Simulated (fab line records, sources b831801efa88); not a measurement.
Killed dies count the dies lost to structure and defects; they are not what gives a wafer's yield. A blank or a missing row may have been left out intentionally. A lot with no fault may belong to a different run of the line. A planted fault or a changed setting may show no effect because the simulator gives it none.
8D (eight disciplines) problem report, filled in by code || flow sky130 || the parts of the form that need people (team, actions taken, sign-off) are left out

1. THE ISSUE
killed_at_M4_up at SKY_PAD_OPEN_PROBE_99 reads a mean of 55.8 on 5 wafers of 3 lots; wafers without a fault read 3.3 with a standard deviation of 2. That puts it +26 standard deviations away from the usual mean.
Seen first at day 49 01:49 on prober-01, wafer L423.3. The record holds 36 wafers of 12 lots with a number at this step. Rule for "out", or "out of limits": more than 4 standard deviations from the usual mean. All remaining wafers that have a number are taken as sound.

2. WHAT IT IS, WHAT IT ISN'T
{"question": "which readings at this step", "is": "killed_at_M4_up, killedDies, sort_bin_3_pad_short, sortNPass", "is not": "killed_at_M0_to_M3, killedAtContacts, killedAtFrontEnd, killedAtOther, killedOpen, killedShort, sort_bin_6_memory"}
{"question": "which lots", "is": "L423, L426, L427", "is not": "L412, L414, L415, L416, L417, L418, L419, L421, L422"}
{"question": "which wafers of those lots", "is": "L423.3, L423.5, L426.1, L427.4, L427.5", "is not": "L423.4, L426.3, L426.6, L427.2"}
{"question": "read on which tools", "is": "prober-01, prober-02", "is not": "-"}
{"question": "when", "is": "from day 49 01:49", "is not": "up to then (27 sound wafers); but 4 sound wafers of L423, L426, L427 came after"}

3. WHAT RULES OUT EACH SUSPECT
Counting: a tool at a process step up to the reading stays a suspect if it ran every lot that is out. Sound lots after the first of them don't rule it out here, since some wafers of a struck lot are sound.
- rieMetal-01 at SKY_METAL4_METAL_ETCH_18 (etches the open film in Cl2/BCl3, stops on SiO2, target depth 845 nm, time 183.1 s): kept. It ran every lot that is out, first L423 (day 45 10:23); its last sound lot up to then is L422 (day 45 02:45).
- Within rieMetal-01 at SKY_METAL4_METAL_ETCH_18, the wafers that are out were processed in chamber 1 and their sound lot-mates in chamber 0.
Left after counting: rieMetal-01 at SKY_METAL4_METAL_ETCH_18.

4. THE CAUSE (what the simulator had put in)
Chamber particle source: rieMetal-01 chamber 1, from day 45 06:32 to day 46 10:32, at SKY_METAL4_METAL_ETCH_18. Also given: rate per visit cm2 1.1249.
The count eliminated every tool but this one.

5. THE CHAIN OF EFFECTS, in route order
Rows list readings where the struck wafers' mean (over those with a number) sits beyond 3 standard deviations from the usual. Only readings for which the record gives a usual standard deviation are gone through. hours: the time from each lot's start at the first step in this table that gives one to its start at this step, as a median over the lots. sigmas: the change in usual standard deviations.
{"hours": 0, "step": "SKY_PAD_OPEN_PROBE_99", "reading": "defectLimitedYield", "usual": "82.5 %", "on struck wafers": 72.1, "change": -10.4, "sigmas": -5.2}
{"hours": 0, "step": "SKY_PAD_OPEN_PROBE_99", "reading": "killed_at_M4_up", "usual": 3.3, "on struck wafers": 55.8, "change": "+52.5", "sigmas": "+26"}
{"hours": 0, "step": "SKY_PAD_OPEN_PROBE_99", "reading": "killedDies", "usual": 86, "on struck wafers": 137, "change": "+51", "sigmas": "+5.3"}
{"hours": 0, "step": "SKY_PAD_OPEN_PROBE_99", "reading": "sort_bin_3_pad_short", "usual": "0.9 %", "on struck wafers": 3.5, "change": "+2.6", "sigmas": "+6.0"}
{"hours": 0, "step": "SKY_PAD_OPEN_PROBE_99", "reading": "sort_bin_5_function", "usual": "10.4 %", "on struck wafers": 17.0, "change": "+6.6", "sigmas": "+4.4"}
{"hours": 0, "step": "SKY_PAD_OPEN_PROBE_99", "reading": "sortNPass", "usual": 406, "on struck wafers": 355, "change": -51, "sigmas": -5.3}
{"hours": 0, "step": "SKY_PAD_OPEN_PROBE_99", "reading": "sortYieldPct", "usual": "82.5 %", "on struck wafers": 72.1, "change": -10.4, "sigmas": -5.2}
The process steps in it:
- SKY_PAD_OPEN_PROBE_99

6. WHAT WOULD HAVE CAUGHT IT SOONER
First out-of-limits reading in this record: day 49 01:49, which is 91 hours after fault onset at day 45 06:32.
Of the tool readings at SKY_METAL4_METAL_ETCH_18 for which the record gives a usual standard deviation, none was out on any struck wafer, so an alarm limit of 4 standard deviations on them would not have fired.
Each of the lots that are out, 3 in all, had begun SKY_METAL4_METAL_ETCH_18 on rieMetal-01 no later than day 49 01:49. None of them would have been spared by holding the tool at that moment.
